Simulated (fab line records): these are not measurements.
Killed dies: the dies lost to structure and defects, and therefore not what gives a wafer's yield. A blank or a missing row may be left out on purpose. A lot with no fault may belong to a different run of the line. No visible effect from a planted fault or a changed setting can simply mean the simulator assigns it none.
Chamber matching ; flow sky130 ; SKY_VIA3_CMP_24 on cmp-01 has 4 sister chambers
The step polishes, stops on SiO2, t overpolish 20 s, target thk 0 nm. 14 wafers are shown with their chamber, then 7 later ones without.

== WAFERS PAIRED WITH THEIR CHAMBERS ==
wafer;chamber;timeToEndpointS (s);motorCurrentA (A);overpolishRunS (s)
L755.2;2;98;10.5;20.007
L755.3;3;95;10.8;20.004
L755.6;1;103;10.1;19.997
L757.3;1;103;10.9;20.007
L757.4;2;96;10.1;20.006
L757.5;2;101;10.1;19.999
L758.1;1;100;10.3;20.011
L758.4;2;93;10.2;20.014
L758.6;0;93;9.6;20.005
L764.4;2;95;9.5;20.001
L764.5;3;91;10.7;19.989
L764.6;0;93;9.5;19.989
L768.1;1;107;10.6;20.015
L768.2;3;96;10.5;19.999

SIGNATURES (means of the wafers above)
reading;chamber 0;chamber 1;chamber 2;chamber 3;scatter within a chamber
timeToEndpointS;93.00;103.25;96.60;94.00;2.76
motorCurrentA;9.550;10.475;10.080;10.667;0.308
overpolishRunS;19.99700;20.00750;20.00540;19.99733;0.00749
Rule: for a wafer and a chamber, the distance is found by dividing, reading by reading, the gap between the wafer's reading and the chamber's mean by the reading's scatter, squaring, summing and taking the root. If the next closest chamber is less than 2 further off than the closest, the wafer can't be placed; otherwise it belongs to the closest. The scatter: take each reading less its chamber's mean, square it, sum over the shown wafers, divide by the number of wafers less the number of chambers, and take the root.

== WAFERS WHOSE CHAMBER IS MISSING ==
wafer;timeToEndpointS (s);motorCurrentA (A);overpolishRunS (s)
L768.3;106;9.7;19.990
L770.2;94;9.5;20.002
L770.3;92;10.3;20.001
L770.5;98;10.7;20.011
L775.1;88;11.1;20.004
L775.3;92;9.6;20.006
L775.6;99;10.8;20.005

== WHICH CHAMBER EACH WENT THROUGH ==
wafer;from the rows above;in truth
L768.3;can't be placed: 1 or 2 or 0 or 3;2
L770.2;can't be placed: 0 or 2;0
L770.3;can't be placed: 3 or 2 or 0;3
L770.5;can't be placed: 1 or 2 or 3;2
L775.1;can't be placed: 3 or 2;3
L775.3;can't be placed: 0 or 2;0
L775.6;can't be placed: 1 or 3 or 2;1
Placed correctly: 0 of 7. Unplaceable from these rows: 7, with the true chamber sitting among the candidates in 7. Wrongly placed: 0.
